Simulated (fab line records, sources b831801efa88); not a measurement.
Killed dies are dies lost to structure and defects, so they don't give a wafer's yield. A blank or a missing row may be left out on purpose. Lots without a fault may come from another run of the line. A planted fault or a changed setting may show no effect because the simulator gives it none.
Which tool did it? | flow sky130 | 13 lots, 37 wafers sampled, at 3 steps of a route of 708

WHAT THE GAUGES READ, wafer by wafer
SKY_LOCAL_INTERCONNECT_RS_MEAS_01: measures by four-point-probe. Usual: LOCAL_INTERCONNECT_TIN_RS 14.12 ohm/sq, standard deviation 0.14.
lot  | measured     | on            | LOCAL_INTERCONNECT_TIN_RS (ohm/sq) | flag
L135 | day 30 03:40 | film_metro-03 | 14.28 14.23 14.31                  |
L137 | day 30 16:16 | film_metro-04 | 14.00 13.91 13.92                  |
L138 | day 31 07:02 | film_metro-04 | 14.04 14.08 14.14                  |
L140 | day 31 17:17 | film_metro-04 | 14.11 14.17 14.11                  |
L142 | day 32 14:15 | film_metro-01 | 13.88 14.07 14.08                  |
L143 | day 32 15:10 | film_metro-04 | 14.09 14.03 14.07                  |
L144 | day 33 00:19 | film_metro-03 | 14.17 14.25 14.35                  |
L146 | day 33 07:06 | film_metro-01 | 14.09 14.06 14.12                  |
L148 | day 34 18:46 | film_metro-03 | 14.33 14.08 14.10                  |
L150 | day 35 03:25 | film_metro-04 | 14.09 25.05 14.06 25.08            | OFF
L151 | day 35 08:22 | film_metro-03 | 14.22 14.21 14.18                  |
L152 | day 35 10:11 | film_metro-04 | 14.29 26.13 14.31 26.08            | OFF
L154 | day 36 02:53 | film_metro-04 | 14.11 14.28 14.16                  |

SKY_LOCAL_INTERCONNECT_THK_MEAS_02: measures by xrf. Usual: LOCAL_INTERCONNECT_TIN_THK 98.7 nm, standard deviation 0.98.
lot  | measured     | on            | LOCAL_INTERCONNECT_TIN_THK (nm) | flag
L135 | day 30 03:47 | film_metro-03 | 97.8 97.8 97.8                  |
L137 | day 30 16:23 | film_metro-04 | 99.4 100.3 99.8                 |
L138 | day 31 07:09 | film_metro-04 | 98.9 99.1 98.0                  |
L140 | day 31 17:24 | film_metro-04 | 98.0 98.1 98.7                  |
L142 | day 32 14:22 | film_metro-01 | 100.3 99.3 98.9                 |
L143 | day 32 15:17 | film_metro-04 | 98.7 99.7 99.1                  |
L144 | day 33 00:26 | film_metro-03 | 98.9 98.1 97.3                  |
L146 | day 33 07:13 | film_metro-01 | 99.5 99.4 99.5                  |
L148 | day 34 18:53 | film_metro-03 | 96.6 98.4 98.6                  |
L150 | day 35 08:01 | film_metro-04 | 98.4 57.4 98.7 57.3             | OFF
L151 | day 35 08:28 | film_metro-03 | 98.7 98.7 98.5                  |
L152 | day 35 16:44 | film_metro-04 | 97.1 54.9 97.3 55.1             | OFF
L154 | day 36 03:00 | film_metro-04 | 98.5 97.9 98.3                  |

WHICH TOOL RAN EACH LOT (tool, then ch and the chambers of the sampled wafers, then the start)
lot  | SKY_LOCAL_INTERCONNECT_SPUTTER_00
L135 | pvd_sputter-01, day 30 03:37
L137 | pvd_sputter-03, day 30 16:13
L138 | pvd_sputter-03, day 31 06:58
L140 | pvd_sputter-04, day 31 17:13
L142 | pvd_sputter-01, day 32 14:11
L143 | pvd_sputter-01, day 32 15:07
L144 | pvd_sputter-04, day 33 00:14
L146 | pvd_sputter-01, day 33 07:02
L148 | pvd_sputter-04, day 34 18:43
L150 | pvd_sputter-04, day 35 03:20
L151 | pvd_sputter-01, day 35 08:16
L152 | pvd_sputter-04, day 35 10:07
L154 | pvd_sputter-03, day 36 02:49
- SKY_LOCAL_INTERCONNECT_SPUTTER_00: material TiN, target thk 100 nm, time 83.3 s.

WHAT THE TOOLS THEMSELVES READ (means of the sampled wafers that have a number; where no wafer has one, the mark that the record gives instead)
SKY_LOCAL_INTERCONNECT_SPUTTER_00. Usual: chamber_pressure_pa 0.3999 Pa, standard deviation 0.00074; throttle_valve_pct 29.3 %, standard deviation 0.86.
lot  | tool           | chamber_pressure_pa (Pa) | throttle_valve_pct (%) | flag
L135 | pvd_sputter-01 | 0.3998                   | 28.5                   |
L137 | pvd_sputter-03 | 0.4003                   | 29.9                   |
L138 | pvd_sputter-03 | 0.4008                   | 29.9                   |
L140 | pvd_sputter-04 | 0.4006                   | 29.1                   |
L142 | pvd_sputter-01 | 0.4000                   | 29.3                   |
L143 | pvd_sputter-01 | 0.4003                   | 29.5                   |
L144 | pvd_sputter-04 | 0.4003                   | 28.8                   |
L146 | pvd_sputter-01 | 0.4003                   | 29.7                   |
L148 | pvd_sputter-04 | 0.3997                   | 29.3                   |
L150 | pvd_sputter-04 | 0.3994                   | 29.1                   |
L151 | pvd_sputter-01 | 0.3994                   | 29.3                   |
L152 | pvd_sputter-04 | 0.4002                   | 29.4                   |
L154 | pvd_sputter-03 | 0.4003                   | 29.2                   |

THE ANSWER, worked out from the rows above alone
Rule: a lot is off if the mean of its wafers that have a number lies more than 3 standard deviations from the usual mean. A lot without any number at a reading at which 4 lots or more have one is off too. The other lots that the step has rows for count as sound. The gauges are gone through in route order, then the tools' own readings, and for those a lot's mean is taken as printed above. The first step at which some lot is off is used, and at that step the reading that is off furthest; a lot without a number counts as furthest.
Off: L150, L152, at SKY_LOCAL_INTERCONNECT_RS_MEAS_01 (LOCAL_INTERCONNECT_TIN_RS).
A tool fits if, at a process step before that reading, it ran every lot that is off, and no sound lot after the first of them. The gauges at SKY_LOCAL_INTERCONNECT_RS_MEAS_01 are tried like those tools. One fits: pvd_sputter-04 at SKY_LOCAL_INTERCONNECT_SPUTTER_00. Its last sound lot is L148 (day 34 18:43), its first lot that is off L150 (day 35 03:20): a fault that began between those two fits.

WHAT THE SIMULATOR HAD PUT IN
Process parameter drift: pvd_sputter-04, from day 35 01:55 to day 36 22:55, at SKY_LOCAL_INTERCONNECT_SPUTTER_00. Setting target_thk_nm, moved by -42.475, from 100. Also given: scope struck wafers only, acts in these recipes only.
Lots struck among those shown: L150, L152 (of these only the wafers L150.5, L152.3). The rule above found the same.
